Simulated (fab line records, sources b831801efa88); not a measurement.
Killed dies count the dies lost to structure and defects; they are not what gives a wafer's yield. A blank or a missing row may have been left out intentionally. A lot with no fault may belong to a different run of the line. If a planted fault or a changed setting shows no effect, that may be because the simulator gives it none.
Problem report, 8D (eight disciplines) form, completed by code ; flow gf180mcu ; the parts of the form that need people (team, actions taken, sign-off) are left out

== 1. PROBLEM STATEMENT ==
Across 6 wafers from 2 lots, HV_LDD_RS at GF_HV_LDD_RS_MEAS_53 averages 410.1 ohm/sq, while fault-free wafers read 417.9 ohm/sq with a standard deviation of 1.3. That puts it -6.0 standard deviations away from the usual mean.
The step: measures by four-point-probe.
Seen first at day 16 04:08 on filmMetro-02, wafer L157.1. The record holds 39 wafers of 13 lots with a number at this step. Rule for "out", or "out of limits": more than 4 standard deviations from the usual mean. The rest of the wafers with a number are treated as sound.

== 2. WHAT IT IS, AND WHAT IT ISN'T ==
question;is;is not
which readings at this step;HV_LDD_RS;-
which lots;L157, L158;L147, L151, L154, L156, L160, L164, L165, L166, L167, L168, L169
which wafers of those lots;all that have a number;-
read on which gauges;filmMetro-01, filmMetro-02;filmMetro-04
when;from day 16 04:08;"up to then (12 sound wafers); but 21 sound wafers of L160, L164, L165, L166, L167, L168, L169 came after"

== 3. SUSPECTS, AND WHAT RULES EACH OUT ==
Counting: a tool at a process step up to the reading stays a suspect if it ran every lot that is out and no sound lot after the first of them.
- ruled out: the gauge at GF_HV_LDD_RS_MEAS_53. 2 gauges (filmMetro-01, filmMetro-02) read the wafers that are out.
- implanter-03 at GF_HV_LDD_IMPLANT_34: ruled out as a lasting fault. Following L157 (day 15 05:17), the first lot on it that is out, the sound lots L166, L169 were run on it.
Left after counting: nothing in the record.

== 4. THE CAUSE (what the simulator had put in) ==
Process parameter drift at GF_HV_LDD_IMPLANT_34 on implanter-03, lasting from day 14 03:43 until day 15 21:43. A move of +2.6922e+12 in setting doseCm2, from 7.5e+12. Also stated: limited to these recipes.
It was ruled out by counting, in error; the rule expects a fault to strike all lots run on its tool from its start on, and this fault did not.

== 5. THE CHAIN OF EFFECTS, in route order ==
One row per reading whose mean, taken over the struck wafers that have a number, lies over 3 standard deviations from the usual. Only readings whose record carries a usual standard deviation are examined. hours: median over the lots of the time between each lot's start at the first step of this table that gives one and its start at this step. sigmas: the change, counted in usual standard deviations.
hours;step;reading;usual;on struck wafers;change;sigmas
0;GF_HV_LDD_IMPLANT_34;doseIonsCm2;7.498e+12;1.020e+13;+2.697e+12;+99 or more
0;GF_HV_LDD_IMPLANT_34;faradayCurrentUA;42.4;57.5;+15.1;+18
23;GF_HV_LDD_RS_MEAS_53;HV_LDD_RS;417.9 ohm/sq;410.1;-7.8;-6.0
Here are the process steps it includes:
- GF_HV_LDD_IMPLANT_34
Later steps that measure or inspect, where all struck wafers having a row at the step show a number for every such reading and not one has moved that far: GF_M3_RS_MEAS_05.

== 6. WHAT WOULD HAVE CAUGHT IT SOONER ==
48 hours passed between the start of the fault at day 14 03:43 and the first reading out of limits at a measuring or inspecting step in this record, taken at day 16 04:08.
The tool's own readings at GF_HV_LDD_IMPLANT_34 were out on every struck wafer that the step has a row for (doseIonsCm2, faradayCurrentUA): an alarm limit on them would have fired on the first of those.
